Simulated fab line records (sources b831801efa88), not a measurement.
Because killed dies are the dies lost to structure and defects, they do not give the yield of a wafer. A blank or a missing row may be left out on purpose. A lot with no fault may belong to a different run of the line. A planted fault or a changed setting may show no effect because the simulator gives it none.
Which tool is to blame?	flow sky130	13 lots with 39 wafers sampled at 3 steps, on a route of 708 steps

== WHAT THE GAUGES READ, wafer by wafer ==
SKY_POLY_GATE_OVL_MEAS_14. Usual: POLY_GATE_OVL gives 1 nm (standard deviation 5.2).
lot	measured	on	POLY_GATE_OVL (nm)	flag
L906	day 16 13:14	overlay-01	1 3 5	
L909	day 17 04:07	overlay-02	5 -2 -6	
L911	day 18 01:25	overlay-02	2 -1 1	
L912	day 18 09:40	overlay-02	-2 0 2	
L916	day 19 16:37	overlay-01	-7 -9 -4	
L917	day 20 06:48	overlay-02	-1 4 0	
L918	day 20 17:58	overlay-01	-6 -4 -4	
L919	day 21 06:34	overlay-01	2 4 7	
L925	day 23 03:37	overlay-02	4 -7 -4	
L926	day 23 11:22	overlay-01	2 4 2	
L927	day 23 20:25	overlay-01	-3 -2 1	
L928	day 24 05:55	overlay-02	11 3 -3	
L929	day 24 12:58	overlay-02	-4 1 -2	

SKY_LDD_HVP_OVL_MEAS_07. Usual: LDD_HVP_OVL gives -0.9 nm (standard deviation 1.5).
lot	measured	on	LDD_HVP_OVL (nm)	flag
L906	day 21 18:52	overlay-02	-1.9 -1.1 -1.7	
L909	day 22 13:44	overlay-02	-3.5 -2.6 -1.3	
L911	day 23 07:30	overlay-02	-0.1 -1.4 -0.3	
L912	day 23 18:38	overlay-02	0.4 -0.6 -0.1	
L916	day 24 22:53	overlay-02	1.5 0.6 -1.3	
L917	day 25 13:39	overlay-01	-0.6 -1.2 -1.3	
L918	day 26 00:51	overlay-01	-0.7 -0.8 -0.9	
L919	day 26 12:14	overlay-01	-2.8 -3.3 -1.4	
L925	day 28 05:23	overlay-01	-2.7 -1.9 -3.1	
L926	day 28 14:05	overlay-02	-2.3 -1.1 -1.6	
L927	day 28 21:35	overlay-01	-1.8 -1.1 -0.5	
L928	day 29 06:59	overlay-02	-1.0 -1.6 -0.1	
L929	day 29 12:17	overlay-01	1.0 1.6 1.8	

== TOOL THAT RAN EACH LOT (tool first, then ch and the chambers of the sampled wafers, then the start) ==
lot	SKY_LDD_N_IMPLANT_08
L906	implanter-02 ch 0, day 17 20:44
L909	implanter-03 ch 0, day 18 13:31
L911	implanter-02 ch 0, day 19 09:49
L912	implanter-03 ch 0, day 19 21:16
L916	implanter-02 ch 0, day 21 01:29
L917	implanter-02 ch 0, day 21 16:05
L918	implanter-02 ch 0, day 22 03:14
L919	implanter-02 ch 0, day 22 15:29
L925	implanter-01 ch 0, day 24 11:37
L926	implanter-03 ch 0, day 24 20:10
L927	implanter-01 ch 0, day 25 04:20
L928	implanter-01 ch 0, day 25 13:57
L929	implanter-03 ch 0, day 25 20:53
- SKY_LDD_N_IMPLANT_08

== AS READ BY THE TOOLS THEMSELVES (means over the sampled wafers that have a number; for cases with no such wafer, the mark the record gives instead) ==
SKY_LDD_N_IMPLANT_08. Usual: beam_energy_keV 19.999, standard deviation 0.0061.
lot	tool	beam_energy_keV	flag
L906	implanter-02	19.997	
L909	implanter-03	20.005	
L911	implanter-02	20.000	
L912	implanter-03	20.003	
L916	implanter-02	19.995	
L917	implanter-02	18.205	OFF
L918	implanter-02	18.216	OFF
L919	implanter-02	18.206	OFF
L925	implanter-01	19.991	
L926	implanter-03	19.998	
L927	implanter-01	20.004	
L928	implanter-01	19.990	
L929	implanter-03	19.996	

== THE ANSWER, worked out from the rows above alone ==
Rule: take the mean of a lot's wafers that have a number; if it is more than 3 standard deviations from the usual mean, the lot is off. Also off: a lot with no number at a reading for which 4 or more lots have one. All remaining lots with rows at the step are treated as sound. The gauges are gone through in route order, then the tools' own readings, and for those a lot's mean is taken as printed above. The first step at which some lot is off is used, and at that step the reading that is off furthest; a lot without a number counts as furthest.
Off: L917, L918, L919 (SKY_LDD_N_IMPLANT_08, beam_energy_keV).
A tool fits if, at that step or a process step before it, it ran every lot that is off, and no sound lot after the first of them. One fits: implanter-02 at SKY_LDD_N_IMPLANT_08. A fault onset in the window from L916 (day 21 01:29, its last sound lot) to L917 (day 21 16:05, its first lot off) fits.
On the lots that are off, the tool's own readings at SKY_LDD_N_IMPLANT_08 differ by more than 5 times the standard deviation of the sound lots' means, which bears it out; beam_energy_keV reads 18.209 there versus 19.998 on the sound lots.

== WHAT THE SIMULATOR PUT IN ==
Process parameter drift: implanter-02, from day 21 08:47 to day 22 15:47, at SKY_LDD_N_IMPLANT_08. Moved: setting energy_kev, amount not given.
Lots struck among those shown: L917, L918, L919. The rule above reached the same finding.
